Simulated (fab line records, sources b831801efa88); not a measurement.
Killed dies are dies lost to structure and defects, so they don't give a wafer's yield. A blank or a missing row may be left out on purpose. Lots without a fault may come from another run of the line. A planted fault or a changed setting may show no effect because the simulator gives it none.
Problem report in the 8D (eight disciplines) form, filled by code | flow gf180mcu | the parts of the form that need people (team, actions taken, sign-off) are left out

1. THE PROBLEM
oes_product_au at GF_M4_METAL_ETCH_16 reads a mean of 0.891 a.u. on 3 wafers of 3 lots; wafers without a fault read 0.991 a.u. with a standard deviation of 0.0051. That is -20 standard deviations from the usual mean.
The step: etches the open film in Cl2/BCl3, stops on SiO2, target depth 750.8 nm, time 125.1 s.
First seen on wafer L764.2, day 28 08:05, on rie_metal-04. The record holds 44 wafers of 15 lots with a number at this step. Rule for "out", or "out of limits": more than 4 standard deviations from the usual mean. The other wafers with a number count as sound.

2. WHAT IT IS AND WHAT IT IS NOT
question                    | is                                 | is not
which readings at this step | oes_product_au, throttle_valve_pct | bias_w, drypump_motor_current_A
which lots                  | L764, L765, L766                   | L749, L750, L751, L752, L754, L755, L756, L757, L758, L760, L761, L763
which wafers of those lots  | L764.2, L765.2, L766.2             | L764.1, L764.6, L765.3, L765.4, L766.4
read on which tools         | rie_metal-04                       | rie_metal-02, rie_metal-03
when                        | from day 28 08:05                  | up to then (38 sound wafers); but 3 sound wafers of L765, L766 came after

3. SUSPECTS, AND WHAT RULES EACH OUT
Counting: a tool at a process step up to the reading stays a suspect if it ran every lot that is out. Sound lots after the first of them don't rule it out here, since some wafers of a struck lot are sound.
- rie_metal-04 at GF_M4_METAL_ETCH_16 (etches the open film in Cl2/BCl3, stops on SiO2, target depth 750.8 nm, time 125.1 s): kept. It ran every lot that is out, first L764 (day 28 08:05); its last sound lot up to then is L763 (day 28 03:13). Its own readings are out on those wafers: oes_product_au, throttle_valve_pct.
Left after counting: rie_metal-04 at GF_M4_METAL_ETCH_16.

4. THE CAUSE (what the simulator had put in)
Process parameter drift: rie_metal-04, from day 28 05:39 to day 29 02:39, at GF_M4_METAL_ETCH_16. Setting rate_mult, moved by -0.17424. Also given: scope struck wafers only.
Counting left only this tool.

5. THE CHAIN OF EFFECTS, in route order
Each row: a reading whose mean over the struck wafers that have a number lies more than 3 standard deviations from the usual. Only readings for which the record gives a usual standard deviation are gone through. hours: the time from each lot's start at the first step in this table that gives one to its start at this step, as a median over the lots. sigmas: the change in usual standard deviations.
hours | step                | reading                  | usual      | on struck wafers | change | sigmas
0     | GF_M4_METAL_ETCH_16 | oes_product_au           | 0.991 a.u. | 0.891            | -0.100 | -20
0     | GF_M4_METAL_ETCH_16 | throttle_valve_pct       | 28.229 %   | 28.344           | +0.115 | +12
0     | GF_M4_STRIP_17      | oes_product_au           | 0.538 a.u. | 0.558            | +0.020 | +4.0
0     | GF_M4_STRIP_17      | strip_time_to_endpoint_s | 7.38 s     | 7.92             | +0.54  | +13
The process steps in it:
- GF_M4_METAL_ETCH_16: etches the open film in Cl2/BCl3, stops on SiO2, target depth 750.8 nm, time 125.1 s.
- GF_M4_STRIP_17: strips in O2/N2.

6. WHAT WOULD HAVE CAUGHT IT SOONER
In this record the first reading out of limits was taken at day 28 08:05, 2 hours after the fault began at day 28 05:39.
